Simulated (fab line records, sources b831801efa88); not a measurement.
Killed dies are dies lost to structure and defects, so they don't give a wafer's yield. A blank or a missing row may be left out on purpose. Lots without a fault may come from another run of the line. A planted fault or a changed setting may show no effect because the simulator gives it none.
fab line records | flow gf180mcu
record lots=6 wafers=18 last_day=35
route steps=602 shown HV_LDD@207
lots that met no fault: from a run of the same line without faults
start_h: hours from the record's first day to the start of the lot's first wafer shown | wait_h: hours since the lot's step before | " the same as in the row above | L1.1+2: a row that stands for several wafers | - no value, or no start given | * or withheld: withheld | < > ~ a bound
route shown NAME@n: a module of which the file shows steps, and the number in the route of the first | usual: mean/standard deviation of fault-free wafers | same: alike in all rows | chamber/n: place in a boat | sites: the reading at each site | _std_site: their standard deviation | _edge_site: outer sites' mean less inner sites' | radius_mm: how far each site lies from the wafer's centre | mask NAME#n: copy n | behind: the tool/chamber that last shaped the wafer | hold: why the lot was held/for how many hours/how that ended | device: the transistor (n, p or np) that didn't switch | end of line: the same wafers' tests at the end of the route | a step without rows: its recipe alone | killed: dies lost to structure and defects at the first sort, not the wafer's yield | map: a wafer's dies, x killed, . not, _ none there
set.NAME: the setting as run; set.NAME@STEP: as run at that earlier step | model.NAME: the simulator's own value behind a step, which no gauge read
lots at some steps of the route; a table a step, a row a wafer
services: from which hour (start_h, from the record's first day; less than 0 if before it) a tool's chamber was out of use, for how many hours, and why
## steps
# step GF_HV_LDD_CD_MEAS_31
# recipe target_cd_nm=400
# usual cd_nm=399.9/2.2
# columns lot.wafer tool chamber start_h wait_h cd_nm
L308.1 cd_sem-01 - 273.91 0.1 403.8
L308.3 " - " " 400.8
L308.5 " - " " 403.6
L309.1 cd_sem-02 - 283.71 0.1 399.3
L309.4 " - " " 395.5
L309.5 " - " " 399.1
L323.1 cd_sem-01 - 392.16 0.1 400.3
L323.4 " - " " 400.1
L323.6 " - " " 400.8
L324.3 cd_sem-02 - 401.75 0.1 399.4
L324.5 " - " " 399.4
L324.6 " - " " 401.6
L328.2 cd_sem-02 - 427.08 0.1 399.8
L328.3 " - " " 396.9
L328.5 " - " " 398.0
L329.1 cd_sem-02 - 442.66 0.1 400.5
L329.2 " - " " 401.1
L329.4 " - " " 399.5
# step GF_HV_LDD_OVL_MEAS_32
# usual HV_LDD_02_OVL=0.6/1.3
# columns lot.wafer tool chamber start_h wait_h HV_LDD_02_OVL[nm]
L308.1 overlay-01 - 274.03 0.1 1.5
L308.3 " - " " 2.9
L308.5 " - " " 2.8
L309.1 overlay-02 - 283.83 0.1 0.5
L309.4 " - " " 0.7
L309.5 " - " " 1.6
L323.1 overlay-01 - 392.28 0.1 3.9
L323.4 " - " " 1.7
L323.6 " - " " 4.0
L324.3 overlay-01 - 401.84 0.1 2.1
L324.5 " - " " 1.2
L324.6 " - " " 1.7
L328.2 overlay-01 - 427.19 0.1 -0.5
L328.3 " - " " 0.3
L328.5 " - " " -0.5
L329.1 overlay-02 - 442.78 0.1 -1.0
L329.2 " - " " 0.9
L329.4 " - " " -1.7
# step GF_HV_LDD_IMPLANT_33
# recipe species=P energy_kev=60 dose_cm2=7.5e+12 tilt_deg=30 rotation_deg=0
# step GF_HV_LDD_IMPLANT_34
# recipe species=P energy_kev=60 dose_cm2=7.5e+12 tilt_deg=30 rotation_deg=90
# step GF_HV_LDD_IMPLANT_35
# recipe species=P energy_kev=60 dose_cm2=7.5e+12 tilt_deg=30 rotation_deg=180
# step GF_HV_LDD_IMPLANT_36
# recipe species=P energy_kev=60 dose_cm2=7.5e+12 tilt_deg=30 rotation_deg=270
# step GF_HV_LDD_STRIP_37
# recipe chemistry=O2/N2 power_w=1400 pressure_mtorr=1500 platen_temp_c=250 o2_flow_sccm=3000 n2_flow_sccm=300 overash_fraction=0.5
# usual drypump_motor_current_A=5.9/0.4 heater_power_w=330/17 oes_product_au=0.716/0.0044 strip_time_to_endpoint_s=12.64/0.035
# same overash_fraction=0.5
# columns lot.wafer tool chamber start_h wait_h drypump_motor_current_A heater_power_w oes_product_au rf_hours_counter_h strip_time_to_endpoint_s
L308.1 plasma_asher-04 0 274.67 0.1 5.2 328 0.712 61 12.69
L308.3 " 0 " " 5.2 328 0.719 - 12.71
L308.5 " 1 " " 6.0 350 0.713 - 12.65
L309.1 plasma_asher-01 0 284.47 0.1 6.3 344 0.718 46 12.62
L309.4 " 1 " " 6.0 318 0.719 - 12.65
L309.5 " 1 " " 6.0 314 0.714 - 12.62
L323.1 plasma_asher-01 0 392.92 0.1 6.3 342 0.720 58 12.64
L323.4 " 1 " " 6.0 313 0.705 - 12.62
L323.6 " 0 " " 6.3 345 0.721 - 12.68
L324.3 plasma_asher-04 1 402.50 0.1 6.0 350 0.719 - 12.59
L324.5 " 0 " " 5.3 323 0.713 - 12.59
L324.6 " 1 " " 6.0 347 0.728 - 12.57
L328.2 plasma_asher-01 1 428.42 0.2 6.0 315 0.717 63 12.65
L328.3 " 0 " " 6.3 339 0.708 - 12.70
L328.5 " 1 " " 6.0 322 0.719 - 12.65
L329.1 plasma_asher-01 1 443.57 0.1 6.0 317 0.717 64 12.60
L329.2 " 0 " " 6.3 344 0.711 64 12.60
L329.4 " 0 " " 6.3 345 0.720 - 12.63
# step GF_HV_LDD_TW_MEAS_38
# usual HV_LDD_3_TW=1432/12
# columns lot.wafer tool chamber start_h wait_h HV_LDD_3_TW
L308.1 film_metro-04 - 274.77 0.1 1414
L308.3 " - " " 1419
L308.5 " - " " 1414
L309.1 film_metro-01 - 284.57 0.1 1442
L309.4 " - " " 1438
L309.5 " - " " 1432
L323.1 film_metro-04 - 393.02 0.1 1417
L323.4 " - " " 1420
L323.6 " - " " 1422
L324.3 film_metro-02 - 402.59 0.1 1430
L324.5 " - " " 1434
L324.6 " - " " 1441
L328.2 film_metro-01 - 428.53 0.1 1443
L328.3 " - " " 1443
L328.5 " - " " 1439
L329.1 film_metro-02 - 443.67 0.1 1442
L329.2 " - " " 1449
L329.4 " - " " 1453
# step GF_HV_LDD_DEHYDRATE_39
# recipe temp_c=200 time_s=60
# step GF_HV_LDD_HMDS_40
# recipe prime_time_s=60 prime_temp_c=120
# step GF_HV_LDD_COAT_41
# recipe resist=NOVOLAK spin_rpm=3000 resist_thk_nm=1000
# step GF_HV_LDD_SOFTBAKE_42
# recipe temp_c=90 time_s=60 resist=NOVOLAK
# step GF_HV_LDD_EXPOSE_43
# recipe mask_id=Pplus_HV_AREA target_cd_nm=400 na=0.6 source_shape=conventional sigma_outer=0.6 dose_mj=140
# usual exposure_dose_mJ_cm2=140.01/0.15 focus_offset_nm=0.1/0.54
# columns lot.wafer tool chamber start_h wait_h mask exposure_dose_mJ_cm2 focus_offset_nm model.HV_LDD.overlay_x_nm
L308.1 iline_stepper-02 0 284.69 - Pplus_HV_AREA#0 140.11 0.0 -0.612
L308.3 " 0 " " Pplus_HV_AREA#0 139.90 0.2 -0.612
L308.5 " 0 " " Pplus_HV_AREA#0 140.23 0.2 -0.612
L309.1 iline_stepper-02 0 294.37 - Pplus_HV_AREA#0 140.16 1.0 1.132
L309.4 " 0 " " Pplus_HV_AREA#0 140.05 0.7 1.132
L309.5 " 0 " " Pplus_HV_AREA#0 139.97 0.1 1.132
L323.1 iline_stepper-01 - 404.46 - Pplus_HV_AREA#0 - - 1.497
L323.4 " - " " Pplus_HV_AREA#0 - - 1.497
L323.6 " - " " Pplus_HV_AREA#0 - - 1.497
L324.3 iline_stepper-01 - 414.10 - Pplus_HV_AREA#0 - - -0.06319
L324.5 " - " " Pplus_HV_AREA#0 - - -0.06319
L324.6 " - " " Pplus_HV_AREA#0 - - -0.06319
L328.2 iline_stepper-01 0 440.74 - Pplus_HV_AREA#0 140.05 0.3 -1.43
L328.3 " 0 " " Pplus_HV_AREA#0 139.69 0.6 -1.43
L328.5 " 0 " " Pplus_HV_AREA#0 139.93 0.5 -1.43
L329.1 iline_stepper-01 0 455.53 - Pplus_HV_AREA#0 140.03 0.4 -0.453
L329.2 " 0 " " Pplus_HV_AREA#0 139.80 -0.3 -0.453
L329.4 " 0 " " Pplus_HV_AREA#0 140.11 -0.1 -0.453
# step GF_HV_LDD_PEB_44
# recipe temp_c=withheld time_s=* resist=NOVOLAK
## services
# columns tool chamber start_h hours kind
iline_stepper-02 - 252.83 1.7 pm
iline_stepper-02 - 301.15 3.2 repair
iline_stepper-01 - 349.38 1.7 pm
iline_stepper-01 - 378.28 2.1 pm
iline_stepper-01 - 380.36 - consumable_replace:lamp
iline_stepper-01 0 416.86 - calibration
plasma_asher-04 - 421.25 9.0 pm
plasma_asher-04 0 421.25 9.0 vent_cycle
plasma_asher-04 1 421.25 9.0 vent_cycle
plasma_asher-04 0 430.25 - clean
plasma_asher-04 1 430.25 - clean
plasma_asher-04 - 451.01 1.0 repair
iline_stepper-02 0 451.03 - calibration
## key
first_sign step=GF_HV_LDD_EXPOSE_43 reading=tool_record direction=missing
effect none on later readings
model_effect step=GF_HV_LDD_EXPOSE_43 value=HV_LDD.overlay_x_nm without=-0.4239 struck=0.7169
met_at GF_HV_LDD_EXPOSE_43
struck_wafers L323.1,L323.4,L323.6,L324.3,L324.5,L324.6
later_rows_left_out L323.1,L323.4,L323.6,L324.3,L324.5,L324.6
sort_left_out L323.1,L323.4,L323.6,L324.3,L324.5,L324.6
tester_left_out L323,L324
fault kind=skipped_step_whole tool=iline_stepper-01 chamber=- onset_h=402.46 steps=GF_HV_LDD_EXPOSE_43 scope=struck_lots_only
# tester_left_out: of these lots the tester's yield and bins aren't shown, on N5 and GAA mostly nor the transistor test; their killed dies are dies lost to structure and defects alone, not to doping, threshold or leakage, so they don't give the yield
# sort_left_out: the simulated sort isn't trusted on such a fault, so these wafers' sort isn't shown, and their yield isn't known
# later_rows_left_out: the simulator's readings of these wafers behind a module that went badly wrong aren't trusted and aren't shown, but for the sort
